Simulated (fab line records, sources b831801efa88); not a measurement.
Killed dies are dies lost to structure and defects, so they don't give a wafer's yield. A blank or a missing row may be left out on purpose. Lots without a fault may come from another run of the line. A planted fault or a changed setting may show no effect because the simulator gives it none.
fab line records | flow sky130
record lots=13 wafers=39 last_day=50
route steps=708 shown NWELL@77 VIA1@460 METAL2@489
lots that met no fault: from a run of the same line without faults
start_h: hours from the record's first day to the start of the lot's first wafer shown | wait_h: hours since the lot's step before | " the same as in the row above | L1.1+2: a row that stands for several wafers | - no value, or no start given | * or withheld: withheld | < > ~ a bound
route shown NAME@n: a module of which the file shows steps, and the number in the route of the first | usual: mean/standard deviation of fault-free wafers | same: alike in all rows | chamber/n: place in a boat | sites: the reading at each site | _std_site: their standard deviation | _edge_site: outer sites' mean less inner sites' | radius_mm: how far each site lies from the wafer's centre | mask NAME#n: copy n | behind: the tool/chamber that last shaped the wafer | hold: why the lot was held/for how many hours/how that ended | device: the transistor (n, p or np) that didn't switch | end of line: the same wafers' tests at the end of the route | a step without rows: its recipe alone | killed: dies lost to structure and defects at the first sort, not the wafer's yield | map: a wafer's dies, x killed, . not, _ none there
set.NAME: the setting as run; set.NAME@STEP: as run at that earlier step | model.NAME: the simulator's own value behind a step, which no gauge read
steps of the route over a sample of lots; a table a step, a row a wafer
services: from which hour (start_h, from the record's first day; less than 0 if before it) a tool's chamber was out of use, for how many hours, and why
## steps
# step SKY_NWELL_IMPLANT_24
# recipe species=B energy_kev=140 dose_cm2=9.2e+12 tilt_deg=withheld
# usual beam_energy_keV=140.00/0.044 dose_ions_cm2=9.199e+12/9e+09 faraday_current_uA=51.9/0.94
# columns lot.wafer tool chamber start_h wait_h beam_energy_keV dose_ions_cm2 faraday_current_uA
L804.3 implanter-01 0 122.40 0.1 140.01 9.203e+12 52.1
L804.4 " 0 " " 139.99 9.207e+12 51.4
L804.5 " 0 " " 140.03 9.196e+12 51.3
L805.2 implanter-02 0 122.52 0.0 139.94 9.194e+12 52.9
L805.3 " 0 " " 139.98 9.191e+12 51.5
L805.5 " 0 " " 139.99 9.195e+12 51.5
L809.1 implanter-02 0 137.47 0.0 140.01 9.196e+12 51.5
L809.3 " 0 " " 139.98 9.204e+12 51.3
L809.6 " 0 " " 139.94 9.193e+12 51.8
L810.2 implanter-03 0 147.42 0.0 140.06 9.205e+12 51.5
L810.5 " 0 " " 139.99 9.188e+12 52.7
L810.6 " 0 " " 140.04 9.2e+12 52.3
L814.3 implanter-02 0 167.15 0.1 140.00 9.203e+12 50.6
L814.4 " 0 " " 139.97 9.196e+12 51.4
L814.6 " 0 " " 140.02 9.191e+12 52.2
L816.1 implanter-01 0 175.44 0.0 139.93 9.195e+12 51.6
L816.4 " 0 " " 140.02 9.189e+12 51.7
L816.5 " 0 " " 139.99 9.199e+12 52.8
L817.2 implanter-03 0 180.97 0.0 139.99 9.206e+12 53.8
L817.3 " 0 " " 140.03 9.187e+12 51.9
L817.4 " 0 " " 139.99 9.202e+12 50.3
L818.1 implanter-03 0 187.24 0.0 139.95 9.196e+12 51.0
L818.3 " 0 " " 139.98 9.21e+12 51.1
L818.5 " 0 " " 139.98 9.199e+12 51.3
L819.3 implanter-03 0 195.67 0.1 129.60 9.201e+12 52.4
L819.4 " 0 " " 129.56 9.193e+12 51.8
L819.6 " 0 " " 129.57 9.213e+12 53.0
L820.1 implanter-03 0 203.49 0.0 129.55 9.189e+12 51.1
L820.3 " 0 " " 129.58 9.201e+12 52.0
L820.6 " 0 " " 129.62 9.205e+12 52.1
L821.1 implanter-02 0 204.85 0.0 140.03 9.187e+12 52.4
L821.3 " 0 " " 140.04 9.199e+12 53.3
L821.6 " 0 " " 140.06 9.198e+12 51.0
L822.1 implanter-01 0 210.55 0.0 140.09 9.194e+12 51.4
L822.5 " 0 " " 140.01 9.208e+12 50.6
L822.6 " 0 " " 140.09 9.216e+12 52.2
L827.1 implanter-01 0 244.79 0.0 140.08 9.2e+12 51.8
L827.3 " 0 " " 140.00 9.206e+12 52.4
L827.5 " 0 " " 139.98 9.181e+12 50.8
# step SKY_VIA1_CMP_02
# recipe material=SiO2 down_force_psi=4 platen_rpm=60 pad_velocity_m_s=0.94248
# usual motor_current_A=11.4/0.64 slurry_filter_dp_kPa=13.51/0.15
# columns lot.wafer tool chamber start_h wait_h motor_current_A slurry_filter_dp_kPa
L804.3 cmp-02 3 783.57 0.1 11.3 13.54
L804.4 " 0 " " 11.1 13.42
L804.5 " 2 " " 11.4 13.62
L805.3 cmp-01 3 790.79 0.0 11.2 13.38
L805.2 " 0 " " 10.9 13.90
L805.5 " 0 " " 10.6 13.60
L809.3 cmp-02 1 810.27 0.0 11.2 13.77
L809.1 " 3 " " 12.4 13.83
L809.6 " 1 " " 12.3 13.65
L810.2 cmp-02 3 821.13 0.1 11.6 13.70
L810.5 " 2 " " 11.1 13.40
L810.6 " 3 " " 12.1 13.74
L814.4 cmp-02 2 849.58 0.1 12.0 13.61
L814.3 " 3 " " 11.8 13.28
L814.6 " 2 " " 11.6 13.62
L816.4 cmp-02 1 857.02 0.0 12.4 13.42
L816.1 " 0 " " 11.1 13.40
L816.5 " 2 " " 12.0 13.22
L818.3 cmp-02 0 874.86 0.1 10.9 13.45
L818.1 " 1 " " 11.4 13.36
L818.5 " 0 " " 11.3 13.51
L817.3 cmp-02 0 877.03 0.3 11.3 13.51
L817.4 " 1 " " 12.1 13.64
L817.2 " 2 " " 11.9 13.72
L819.4 cmp-02 1 883.24 0.1 11.6 13.46
L819.3 " 2 " " 11.2 13.47
L819.6 " 0 " " 11.1 13.56
L821.3 cmp-02 0 893.82 0.1 11.3 13.71
L821.1 " 1 " " 11.7 13.32
L821.6 " 3 " " 12.1 13.43
L820.3 cmp-01 2 896.02 0.1 10.2 13.39
L820.1 " 0 " " 11.2 13.65
L820.6 " 2 " " 11.1 13.57
L822.1 cmp-01 3 901.87 0.2 10.9 13.68
L822.6 " 0 " " 10.7 13.72
L822.5 " 1 " " 12.3 13.49
L827.1 cmp-01 0 936.82 0.1 10.2 13.46
L827.3 " 1 " " 12.4 13.40
L827.5 " 2 " " 10.5 13.43
# step SKY_VIA1_ETCH_14
# recipe chemistry=N2/H2 target=BARC ion_energy_ev=200 source_w=500 bias_w=100 pressure_mtorr=30 n2_flow_sccm=100 h2_flow_sccm=200 stop_on=SiO2 time_s=45.9 target_depth_a=600
# usual drypump_motor_current_A=5.7/0.47 oes_product_au=0.855/0.0044 throttle_valve_pct=13.224/0.0093
# columns lot.wafer tool chamber start_h wait_h drypump_motor_current_A oes_product_au rf_hours_counter_h throttle_valve_pct
L804.3 rie_diel-04 1 809.86 0.0 5.7 0.860 4 13.230
L804.4 " 3 " " 6.1 0.850 27 13.215
L804.5 " 0 " " 5.1 0.862 - 13.246
L805.2 rie_diel-02 0 818.11 0.0 6.6 0.850 22 13.224
L805.3 " 2 " " 5.5 0.859 14 13.219
L805.5 " 0 " " 6.5 0.861 - 13.217
L809.1 rie_diel-04 1 837.52 0.0 5.7 0.853 5 13.228
L809.3 " 3 " " 6.1 0.852 27 13.226
L809.6 " 0 " " 5.1 0.849 - 13.219
L810.2 rie_diel-02 1 848.21 0.0 5.3 0.848 7 13.233
L810.5 " 2 " " 5.5 0.855 - 13.228
L810.6 " 3 " " 5.2 0.858 - 13.209
L814.3 rie_diel-02 1 877.59 0.0 5.3 0.849 8 13.210
L814.4 " 2 " " 5.5 0.859 16 13.206
L814.6 " 3 " " 5.2 0.859 - 13.222
L816.1 rie_diel-04 3 883.94 0.0 6.2 0.852 1 13.228
L816.4 " 2 " " 6.3 0.846 16 13.231
L816.5 " 2 " " 6.3 0.860 - 13.216
L818.1 rie_diel-02 1 901.01 0.0 5.3 0.850 8 13.212
L818.3 " 3 " " 5.2 0.847 2 13.224
L818.5 " 3 " " 5.2 0.853 - 13.211
L817.2 rie_diel-02 3 903.06 0.0 5.3 0.857 2 13.212
L817.3 " 2 " " 5.5 0.853 17 13.224
L817.4 " 1 " " 5.3 0.859 8 13.237
L819.3 rie_diel-02 0 909.42 0.0 6.5 0.859 1 13.227
L819.4 " 1 " " 5.3 0.861 9 13.220
L819.6 " 2 " " 5.5 0.860 - 13.222
L821.1 rie_diel-02 1 919.24 0.0 5.2 0.856 9 13.219
L821.3 " 0 " " 6.5 0.862 1 13.232
L821.6 " 3 " " 5.2 0.856 - 13.216
L820.1 rie_diel-02 0 921.06 0.0 6.5 0.860 1 13.227
L820.3 " 3 " " 5.2 0.856 3 13.215
L820.6 " 1 " " 5.3 0.853 - 13.209
L822.1 rie_diel-04 3 926.52 0.0 6.1 0.851 2 13.211
L822.5 " 1 " " 5.7 0.854 - 13.232
L822.6 " 0 " " 5.1 0.856 - 13.219
L827.1 rie_diel-02 0 961.42 0.0 6.5 0.843 2 13.260
L827.3 " 1 " " 5.3 0.859 10 13.229
L827.5 " 1 " " 5.3 0.856 - 13.224
# step SKY_METAL2_THK_MEAS_06
# recipe thk_meas_gauge=xrf reads=AlCu_of_METAL2_SPUTTER_02
# usual METAL2_ALCU_THK=248/3.2
# columns lot.wafer tool chamber start_h wait_h METAL2_ALCU_THK[nm]
L804.3 film_metro-02 - 811.49 0.1 250
L804.4 " - " " 252
L804.5 " - " " 246
L805.2 film_metro-04 - 819.79 0.1 246
L805.3 " - " " 242
L805.5 " - " " 245
L809.1 film_metro-04 - 839.10 0.1 250
L809.3 " - " " 246
L809.6 " - " " 247
L810.2 film_metro-04 - 849.80 0.1 247
L810.5 " - " " 246
L810.6 " - " " 245
L814.3 film_metro-04 - 879.23 0.1 244
L814.4 " - " " 251
L814.6 " - " " 251
L816.1 film_metro-01 - 885.52 0.1 248
L816.4 " - " " 251
L816.5 " - " " 249
L818.1 film_metro-01 - 902.60 0.1 243
L818.3 " - " " 246
L818.5 " - " " 247
L817.2 film_metro-04 - 904.65 0.1 246
L817.3 " - " " 248
L817.4 " - " " 251
L819.3 film_metro-02 - 911.01 0.1 245
L819.4 " - " " 245
L819.6 " - " " 246
L821.1 film_metro-02 - 920.82 0.1 248
L821.3 " - " " 253
L821.6 " - " " 251
L820.1 film_metro-04 - 922.63 0.1 248
L820.3 " - " " 253
L820.6 " - " " 250
L822.1 film_metro-01 - 928.09 0.1 250
L822.5 " - " " 251
L822.6 " - " " 248
L827.1 film_metro-01 - 963.09 0.1 249
L827.3 " - " " 244
L827.5 " - " " 245
## services
# columns tool chamber start_h hours kind
cmp-02 - 115.73 11.2 repair
cmp-02 - 126.92 4.9 pm
cmp-02 - 135.76 0.4 repair
cmp-02 - 215.00 2.3 repair
cmp-02 - 249.29 4.5 repair
cmp-02 - 283.30 1.2 repair
rie_diel-02 - 323.01 2.8 pm
cmp-02 - 335.36 2.3 repair
rie_diel-02 - 355.09 15.6 pm
rie_diel-02 - 375.20 0.3 repair
rie_diel-02 2 379.16 8.3 repair
rie_diel-02 1 381.12 9.3 repair
cmp-02 - 404.00 4.0 pm
rie_diel-02 2 413.55 3.9 repair
cmp-02 - 420.06 1.5 repair
rie_diel-02 0 430.79 5.7 repair
cmp-02 - 452.50 1.8 repair
cmp-02 - 481.60 0.5 repair
cmp-02 - 490.90 6.3 pm
cmp-02 - 497.24 7.0 pm
cmp-02 - 604.91 2.2 repair
rie_diel-02 - 631.89 0.5 repair
rie_diel-02 1 648.00 7.1 repair
cmp-02 - 659.59 2.0 repair
## key
first_sign step=SKY_NWELL_IMPLANT_24 reading=beam_energy_keV direction=down sigmas=99+ usual=* struck=*
effect none on later readings
met_at SKY_NWELL_IMPLANT_24
struck_lots L819,L820
tester_left_out L819,L820
not_acting_at SKY_VIA1_CMP_02,SKY_VIA1_ETCH_14,SKY_METAL2_THK_MEAS_06
onset_between 187.24 195.67
fault kind=process_parameter_drift tool=implanter-03 chamber=- onset_h=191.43 steps=SKY_NWELL_IMPLANT_24 channel=energy_kev offset=* shape=step end_h=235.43 acts_in=* stated=*
# tester_left_out: of these lots the tester's yield and bins aren't shown, on N5 and GAA mostly nor the transistor test; their killed dies are dies lost to structure and defects alone, not to doping, threshold or leakage, so they don't give the yield
